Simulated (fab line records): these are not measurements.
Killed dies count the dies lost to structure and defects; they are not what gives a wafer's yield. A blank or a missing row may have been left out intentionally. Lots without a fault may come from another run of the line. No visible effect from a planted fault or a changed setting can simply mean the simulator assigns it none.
Chamber matching | flow sky130 | cmp-01 running SKY_VIA3_CMP_02: 4 sister chambers
The step polishes SiO2. 4 wafers are shown with their chamber, then 12 later ones without.

WAFERS WITH THEIR CHAMBER
wafer  | chamber | motor_current_A (A)
L087.3 | 3       | 12.6
L087.6 | 1       | 11.8
L088.2 | 2       | 12.2
L088.5 | 0       | 12.3

WAFERS WITHOUT THEIR CHAMBER
wafer  | motor_current_A (A)
L093.2 | 12.3
L093.4 | 12.0
L093.6 | 11.8
L095.1 | 11.6
L095.4 | 12.1
L095.5 | 11.7
L096.3 | 12.2
L096.4 | 12.1
L096.6 | 12.0
L097.1 | 12.5
L097.4 | 12.5
L097.5 | 11.6

WHICH CHAMBER EACH ONE RAN IN
wafer  | from the rows above          | in truth
L093.2 | can't be placed: 0 or 2      | 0
L093.4 | can't be placed: 1 or 2 or 0 | 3
L093.6 | 1                            | 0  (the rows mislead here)
L095.1 | 1                            | 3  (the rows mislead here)
L095.4 | can't be placed: 2 or 0 or 1 | 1
L095.5 | 1                            | 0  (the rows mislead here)
L096.3 | can't be placed: 2 or 0      | 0
L096.4 | can't be placed: 2 or 0 or 1 | 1
L096.6 | can't be placed: 1 or 2 or 0 | 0
L097.1 | can't be placed: 3 or 0 or 2 | 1
L097.4 | can't be placed: 3 or 0 or 2 | 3
L097.5 | 1                            | 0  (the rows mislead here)
Correct placement for 0 of the 12. From these rows, 8 cannot be placed; in 6 the true chamber is one of the candidates. Placed wrongly: 4.
How it was worked out, from the rows above alone: a wafer's distance from a chamber is the root of the sum, over the readings, of the square of ((its reading less the chamber's mean) divided by the reading's scatter). If the next closest chamber is less than 2 further off than the closest, the wafer can't be placed; otherwise it belongs to the closest. Each chamber's mean is taken over the wafers shown for it. The scatter: root of mean squared gap, hidden wafer to nearest shown wafer, with one shown wafer a chamber.
